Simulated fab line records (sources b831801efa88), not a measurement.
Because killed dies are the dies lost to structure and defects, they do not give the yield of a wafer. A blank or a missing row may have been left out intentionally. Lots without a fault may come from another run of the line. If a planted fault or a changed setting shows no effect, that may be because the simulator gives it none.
Matching of chambers    flow sky130    4 sister chambers for SKY_VIA4_CMP_21 on cmp-01
The step polishes, stops on SiO2, t overpolish 25 s, target thk 0 nm. 8 wafers are shown with their chamber, then 7 later ones without.

WAFERS PAIRED WITH THEIR CHAMBERS
wafer   chamber  motor_current_A (A)  time_to_endpoint_s (s)
L152.2  3        11.0                 134
L153.1  0        10.2                 129
L153.3  1        11.2                 124
L155.1  3        11.5                 126
L155.3  0        9.5                  121
L155.5  2        13.0                 120
L168.2  1        11.4                 125
L168.3  2        13.3                 128

WAFERS WITH NO CHAMBER GIVEN
wafer   motor_current_A (A)  time_to_endpoint_s (s)
L168.6  11.8                 126
L167.4  12.8                 125
L167.5  10.3                 128
L167.6  10.9                 127
L170.1  11.3                 131
L170.4  13.2                 128
L170.5  10.8                 131

WHICH CHAMBER EACH WENT THROUGH
wafer   from the rows above           in truth
L168.6  can't be placed: 1 or 3       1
L167.4  2                             2
L167.5  can't be placed: 0 or 3 or 1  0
L167.6  can't be placed: 3 or 1 or 0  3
L170.1  can't be placed: 3 or 1       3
L170.4  2                             2
L170.5  can't be placed: 3 or 1 or 0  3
2 of 7 placed correctly. From these rows, 5 cannot be placed; in 5 the true chamber is one of the candidates. 0 placed wrongly.
How it was worked out, from the rows above alone: a wafer's distance from a chamber is the root of the sum, over the readings, of the square of ((its reading less the chamber's mean) divided by the reading's scatter). If the next closest chamber is less than 2 further off than the closest, the wafer can't be placed; otherwise it belongs to the closest. A chamber's mean is the mean of its shown wafers. The scatter is the square root of a quotient: the sum, over the shown wafers, of each reading's squared deviation from its chamber's mean, divided by wafers minus chambers.
